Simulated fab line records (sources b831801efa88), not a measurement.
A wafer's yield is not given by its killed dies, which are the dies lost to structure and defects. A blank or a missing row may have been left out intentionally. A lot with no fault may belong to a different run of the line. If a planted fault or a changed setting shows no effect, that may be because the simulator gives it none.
fab line records	flow sky130
record: lots: 15	wafers: 45	last-day: 49
route steps=708 shown METAL2@485
lots untouched by any fault: they come from a run of this same line in which no faults occurred
start-h: hours from the record's first day to the start of the lot's first wafer shown	wait-h: hours elapsed since this lot's preceding step	" repeats the value in the row above	L1.1+2: a row that stands for several wafers	- value missing, or start not given	* or withheld: withheld	< > ~ a bound
route shown NAME@n: a module of which the file shows steps, and the number in the route of the first	usual: average and standard deviation across the fault-free wafers	same: alike in all rows	chamber/n: place in a boat	sites: the reading at each site	_std_site: the standard deviation of these	_edge_site: mean of outer sites minus mean of inner sites	radius-mm: how far each site lies from the wafer's centre	mask NAME#n: copy n	behind: the tool/chamber that last shaped the wafer	hold: the reason the lot was held/the length of the hold in hours/how it ended	device: names the non-switching transistor (n, p or np)	end of line: the route-end tests of the same wafers	a step given without rows: its recipe and nothing more	killed: dies lost to structure and defects at the first sort, not the wafer's yield	map: a wafer's dies, marking killed ones x, the rest . and places with no die _
set.NAME: the run value of the setting; set.NAME@STEP: its run value at that earlier step	model.NAME: the simulator's own value behind a step, which no gauge read
the route's steps for a sample of lots (tables are steps, rows are wafers)
services: from which hour (start-h, from the record's first day; less than 0 if before it) a tool's chamber was out of use, for how many hours, and why
== steps ==
step: SKY_METAL2_SPUTTER_02
recipe: material: AlCu	target-thk-nm: 250	power-w: 10600	time-s: 13.3	chamber-pressure-pa: 0.4
usual: throttle-valve-pct: 30.0/1.5
lot.wafer	tool	chamber	start-h	wait-h	throttle-valve-pct
L676.2	pvd-sputter-02	-	820.01	0.0	31.5
L676.3	"	-	"	"	27.4
L676.4	"	-	"	"	30.2
L677.1	pvd-sputter-02	-	824.97	0.0	31.6
L677.2	"	-	"	"	30.1
L677.3	"	-	"	"	30.4
L678.1	pvd-sputter-04	-	825.20	0.0	32.2
L678.3	"	-	"	"	31.0
L678.5	"	-	"	"	28.5
L679.2	pvd-sputter-02	-	834.01	0.0	31.5
L679.3	"	-	"	"	27.6
L679.5	"	-	"	"	30.6
L681.4	pvd-sputter-04	-	834.96	0.0	30.5
L681.5	"	-	"	"	28.5
L681.6	"	-	"	"	32.2
L682.3	pvd-sputter-04	-	841.37	0.0	31.0
L682.4	"	-	"	"	30.6
L682.5	"	-	"	"	32.2
L683.1	pvd-sputter-01	-	857.77	0.0	27.7
L683.3	"	-	"	"	28.1
L683.6	"	-	"	"	28.5
L684.1	pvd-sputter-02	-	862.67	0.0	27.9
L684.3	"	-	"	"	29.9
L684.4	"	-	"	"	30.3
L685.3	pvd-sputter-04	-	867.66	0.0	28.4
L685.4	"	-	"	"	31.9
L685.5	"	-	"	"	28.3
L686.1	pvd-sputter-02	-	868.56	0.0	29.8
L686.5	"	-	"	"	31.3
L686.6	"	-	"	"	27.5
L687.1	pvd-sputter-02	-	876.65	0.0	30.0
L687.3	"	-	"	"	30.4
L687.4	"	-	"	"	27.6
L691.3	pvd-sputter-02	-	910.32	0.0	30.1
L691.4	"	-	"	"	30.3
L691.6	"	-	"	"	31.4
L692.2	pvd-sputter-04	-	913.45	0.0	28.4
L692.4	"	-	"	"	30.5
L692.5	"	-	"	"	28.2
L693.1	pvd-sputter-02	-	919.52	0.0	31.6
L693.2	"	-	"	"	27.7
L693.3	"	-	"	"	29.8
L694.1	pvd-sputter-02	-	923.88	0.0	30.1
L694.2	"	-	"	"	31.5
L694.6	"	-	"	"	29.9
step: SKY_METAL2_RS_MEAS_05
recipe: thk-meas-gauge: four-point-probe	reads: TiN_of_METAL2_SPUTTER_04+Ti_of_METAL2_SPUTTER_03+AlCu_of_METAL2_SPUTTER_02+TiN_of_METAL2_SPUTTER_01+Ti_of_METAL2_SPUTTER_00
usual: METAL2_ALCU_RS: 0.1268/0.0012
lot.wafer	tool	chamber	start-h	wait-h	hold	METAL2_ALCU_RS[ohm/sq]
L676.2	film-metro-02	-	820.12	0.0	-	0.1230
L676.3	"	-	"	"	-	0.1246
L676.4	"	-	"	"	-	0.1254
L677.1	film-metro-02	-	825.06	0.0	-	0.1253
L677.2	"	-	"	"	-	0.1261
L677.3	"	-	"	"	-	0.1263
L678.1	film-metro-04	-	825.29	0.0	-	0.1268
L678.3	"	-	"	"	-	0.1254
L678.5	"	-	"	"	-	0.1261
L679.2	film-metro-04	-	834.13	0.0	-	0.1278
L679.3	"	-	"	"	-	0.1278
L679.5	"	-	"	"	-	0.1294
L681.4	film-metro-02	-	835.12	0.1	-	0.1283
L681.5	"	-	"	"	-	0.1258
L681.6	"	-	"	"	-	0.1269
L682.3	film-metro-04	-	841.50	0.1	-	0.1272
L682.4	"	-	"	"	-	0.1285
L682.5	"	-	"	"	-	0.1277
L683.1	film-metro-02	-	857.86	0.0	-	0.1274
L683.3	"	-	"	"	-	0.1276
L683.6	"	-	"	"	-	0.1273
L684.1	film-metro-02	-	862.76	0.0	-	0.1254
L684.3	"	-	"	"	-	0.1274
L684.4	"	-	"	"	-	0.1256
L685.3	film-metro-02	-	867.80	0.1	-	0.1273
L685.4	"	-	"	"	-	0.1277
L685.5	"	-	"	"	-	0.1279
L686.1	film-metro-02	-	868.66	0.0	-	0.1282
L686.5	"	-	"	"	-	0.1271
L686.6	"	-	"	"	-	0.1271
L687.1	film-metro-02	-	876.74	0.0	-	0.1283
L687.3	"	-	"	"	-	0.1271
L687.4	"	-	"	"	-	0.1264
L691.3	film-metro-02	-	910.45	0.1	await-dispo/0.2h/release	0.0651
L691.4	"	-	"	"	await-dispo/0.2h/release	0.0647
L691.6	"	-	"	"	await-dispo/0.2h/release	0.1271
L691.3	film-metro-02	-	910.74	0.3	-	0.0653
L691.4	"	-	"	"	-	0.0648
L691.6	"	-	"	"	-	0.1272
L692.2	film-metro-04	-	913.57	0.0	-	0.1265
L692.4	"	-	"	"	-	0.1289
L692.5	"	-	"	"	-	0.1265
L693.1	film-metro-04	-	919.62	0.0	await-dispo/0.2h/release	0.1253
L693.2	"	-	"	"	await-dispo/0.2h/release	0.1267
L693.3	"	-	"	"	await-dispo/0.2h/release	0.0646
L693.1	film-metro-04	-	919.90	0.3	-	0.1251
L693.2	"	-	"	"	-	0.1269
L693.3	"	-	"	"	-	0.0647
L694.1	film-metro-04	-	923.97	0.0	await-dispo/0.2h/release	0.0644
L694.2	"	-	"	"	await-dispo/0.2h/release	0.1242
L694.6	"	-	"	"	await-dispo/0.2h/release	0.0645
L694.1	film-metro-04	-	924.25	0.3	-	0.0642
L694.2	"	-	"	"	-	0.1239
L694.6	"	-	"	"	-	0.0645
step: SKY_METAL2_THK_MEAS_06
recipe: thk-meas-gauge: xrf	reads: AlCu_of_METAL2_SPUTTER_02
usual: METAL2_ALCU_THK: 245/3.4
lot.wafer	tool	chamber	start-h	wait-h	hold	METAL2_ALCU_THK[nm]
L676.2	film-metro-02	-	820.23	0.1	-	252
L676.3	"	-	"	"	-	249
L676.4	"	-	"	"	-	246
L677.1	film-metro-02	-	825.18	0.1	-	247
L677.2	"	-	"	"	-	246
L677.3	"	-	"	"	-	248
L678.1	film-metro-04	-	825.41	0.1	-	247
L678.3	"	-	"	"	-	248
L678.5	"	-	"	"	-	249
L679.2	film-metro-04	-	834.24	0.1	-	243
L679.3	"	-	"	"	-	245
L679.5	"	-	"	"	-	243
L681.4	film-metro-02	-	835.21	0.1	-	242
L681.5	"	-	"	"	-	247
L681.6	"	-	"	"	-	245
L682.3	film-metro-04	-	841.60	0.1	-	247
L682.4	"	-	"	"	-	245
L682.5	"	-	"	"	-	246
L683.1	film-metro-02	-	857.98	0.1	-	241
L683.3	"	-	"	"	-	241
L683.6	"	-	"	"	-	240
L684.1	film-metro-02	-	862.88	0.1	-	246
L684.3	"	-	"	"	-	242
L684.4	"	-	"	"	-	246
L685.3	film-metro-02	-	867.90	0.1	-	243
L685.4	"	-	"	"	-	241
L685.5	"	-	"	"	-	242
L686.1	film-metro-02	-	868.78	0.1	-	240
L686.5	"	-	"	"	-	244
L686.6	"	-	"	"	-	242
L687.1	film-metro-02	-	876.86	0.1	-	240
L687.3	"	-	"	"	-	245
L687.4	"	-	"	"	-	244
L691.3	film-metro-02	-	912.29	1.5	await-dispo/0.2h/release	471
L691.4	"	-	"	"	await-dispo/0.2h/release	474
L691.6	"	-	"	"	await-dispo/0.2h/release	247
L691.3	film-metro-02	-	912.52	0.2	-	467
L691.4	"	-	"	"	-	473
L691.6	"	-	"	"	-	245
L692.2	film-metro-04	-	913.68	0.1	-	249
L692.4	"	-	"	"	-	242
L692.5	"	-	"	"	-	249
L693.1	film-metro-04	-	922.50	2.6	await-dispo/0.2h/release	250
L693.2	"	-	"	"	await-dispo/0.2h/release	248
L693.3	"	-	"	"	await-dispo/0.2h/release	481
L693.1	film-metro-04	-	922.72	0.2	-	250
L693.2	"	-	"	"	-	247
L693.3	"	-	"	"	-	478
L694.1	film-metro-04	-	926.39	2.1	await-dispo/0.2h/release	481
L694.2	"	-	"	"	await-dispo/0.2h/release	252
L694.6	"	-	"	"	await-dispo/0.2h/release	477
L694.1	film-metro-04	-	926.62	0.2	-	479
L694.2	"	-	"	"	-	254
L694.6	"	-	"	"	-	478
step: SKY_METAL2_METAL_ETCH_19
recipe: target-depth-a: 3600	stop-on: SiO2	over-etch-frac: 0.3	time-s: 78	chemistry: Cl2/BCl3	resist-sidewall-deg: 88	pressure-mtorr: 10	icp-w: 900	bias-w: 48.5	Cl2_flow_sccm: 60	bcl3-flow-sccm: 30
usual: drypump-motor-current-A: 5.9/0.39	oes-product-au: 0.854/0.0057	rf-fwd-power-W: 893/3.1	throttle-valve-pct: 22.264/0.0096
lot.wafer	tool	chamber	start-h	wait-h	drypump-motor-current-A	oes-product-au	rf-fwd-power-W	rf-hours-counter-h	throttle-valve-pct
L676.2	rie-metal-04	0	846.24	0.0	5.9	0.842	887	10	22.264
L676.3	"	0	"	"	5.9	0.857	890	-	22.264
L676.4	"	1	"	"	6.2	0.854	893	-	22.294
L677.1	rie-metal-01	0	851.66	0.0	4.9	0.858	889	8	22.260
L677.2	"	1	"	"	5.9	0.853	893	8	22.274
L677.3	"	1	"	"	5.9	0.852	894	-	22.275
L678.1	rie-metal-03	1	852.14	0.0	5.6	0.852	891	13	22.254
L678.3	"	1	"	"	5.7	0.855	886	-	22.260
L678.5	"	0	"	"	6.2	0.860	893	-	22.259
L679.2	rie-metal-04	0	860.86	0.0	5.9	0.854	890	11	22.283
L679.3	"	1	"	"	6.2	0.862	894	-	22.261
L679.5	"	1	"	"	6.2	0.845	894	-	22.267
L681.4	rie-metal-03	0	861.54	0.1	6.2	0.842	889	-	22.276
L681.5	"	0	"	"	6.2	0.854	896	-	22.265
L681.6	"	1	"	"	5.6	0.849	889	-	22.265
L682.3	rie-metal-04	1	867.79	0.1	6.2	0.858	895	-	22.257
L682.4	"	0	"	"	5.9	0.841	886	-	22.270
L682.5	"	1	"	"	6.2	0.850	896	-	22.264
L683.1	rie-metal-03	1	884.21	0.0	5.6	0.858	896	15	22.257
L683.3	"	0	"	"	6.2	0.850	893	-	22.275
L683.6	"	0	"	"	6.2	0.846	894	-	22.269
L684.1	rie-metal-04	0	888.41	0.0	5.9	0.862	891	12	22.257
L684.3	"	1	"	"	6.2	0.860	894	-	22.256
L684.4	"	0	"	"	5.9	0.858	893	-	22.263
L685.3	rie-metal-01	1	893.32	0.1	5.9	0.843	889	-	22.264
L685.4	"	0	"	"	4.9	0.845	892	-	22.260
L685.5	"	0	"	"	4.9	0.852	896	-	22.267
L686.1	rie-metal-04	0	894.09	0.0	5.9	0.843	886	13	22.270
L686.5	"	0	"	"	5.9	0.862	891	-	22.275
L686.6	"	1	"	"	6.2	0.851	893	-	22.270
L687.1	rie-metal-04	1	901.99	0.0	6.2	0.855	900	4	22.259
L687.3	"	1	"	"	6.2	0.852	896	-	22.263
L687.4	"	0	"	"	5.9	0.847	896	-	22.273
L691.3	rie-metal-03	1	935.72	0.1	5.6	1.006	892	-	22.266
L691.4	"	0	"	"	6.2	0.985	896	-	22.266
L691.6	"	0	"	"	6.2	0.845	892	-	22.267
L692.2	rie-metal-04	1	938.24	0.0	6.1	0.854	894	6	22.261
L692.4	"	1	"	"	6.2	0.852	889	-	22.275
L692.5	"	0	"	"	5.9	0.855	895	-	22.273
L693.1	rie-metal-01	1	944.84	0.0	5.9	0.857	898	12	22.275
L693.2	"	0	"	"	4.9	0.856	892	12	22.257
L693.3	"	0	"	"	4.9	1.011	890	-	22.267
L694.1	rie-metal-04	1	949.06	0.0	6.2	0.999	898	7	22.277
L694.2	"	0	"	"	5.9	0.867	889	15	22.262
L694.6	"	1	"	"	6.2	0.997	896	-	22.263
== services ==
tool	chamber	start-h	hours	kind
rie-metal-03	-	812.70	2.8	pm
pvd-sputter-04	-	814.13	1.9	repair
pvd-sputter-01	3	832.76	-	consumable-replace:kit
pvd-sputter-01	3	832.76	18.0	scheduled-down
pvd-sputter-01	3	832.76	18.0	vent-cycle
pvd-sputter-04	-	880.64	1.4	repair
pvd-sputter-02	0	904.30	-	consumable-replace:kit
pvd-sputter-02	0	904.30	18.0	scheduled-down
pvd-sputter-02	0	904.30	18.0	vent-cycle
pvd-sputter-04	3	919.01	-	consumable-replace:kit
pvd-sputter-04	3	919.01	18.0	scheduled-down
pvd-sputter-04	3	919.01	18.0	vent-cycle
rie-metal-01	0	933.63	4.5	repair
pvd-sputter-01	-	943.34	2.3	repair
== key ==
first-sign: step: SKY_METAL2_RS_MEAS_05	reading: visit	direction: added
effect: step: SKY_METAL2_RS_MEAS_05	reading: METAL2_ALCU_RS	direction: down	sigmas: 50	usual: 0.1268	struck: 0.0647
effect: step: SKY_METAL2_THK_MEAS_06	reading: visit	direction: added
effect: step: SKY_METAL2_THK_MEAS_06	reading: METAL2_ALCU_THK	direction: up	sigmas: 68	usual: 245	struck: 477
effect: step: SKY_METAL2_METAL_ETCH_19	reading: oes-product-au	direction: up	sigmas: 25	usual: 0.854	struck: 1.000
met-at SKY_METAL2_SPUTTER_02
struck-lots L691,L693,L694
struck-wafers L691.3,L691.4,L693.3,L694.1,L694.6
later-rows-left-out L691.3,L691.4,L693.3,L694.1,L694.6
sort-left-out L691.3,L691.4,L693.3,L694.1,L694.6
onset-between 876.65 910.32
fault: kind: process-parameter-drift	tool: pvd-sputter-02	chamber: -	onset-h: 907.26	steps: SKY_METAL2_SPUTTER_02	channel: target-thk-nm	offset: 235.61	shape: step	end-h: 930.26	acts-in: these-recipes-only	stated: 250	scope: struck-wafers-only
sort-left-out: the simulated sort isn't trusted on such a fault, so these wafers' sort isn't shown, and their yield isn't known
later-rows-left-out: the simulator's readings of these wafers behind a module that went badly wrong aren't trusted and aren't shown, but for the sort
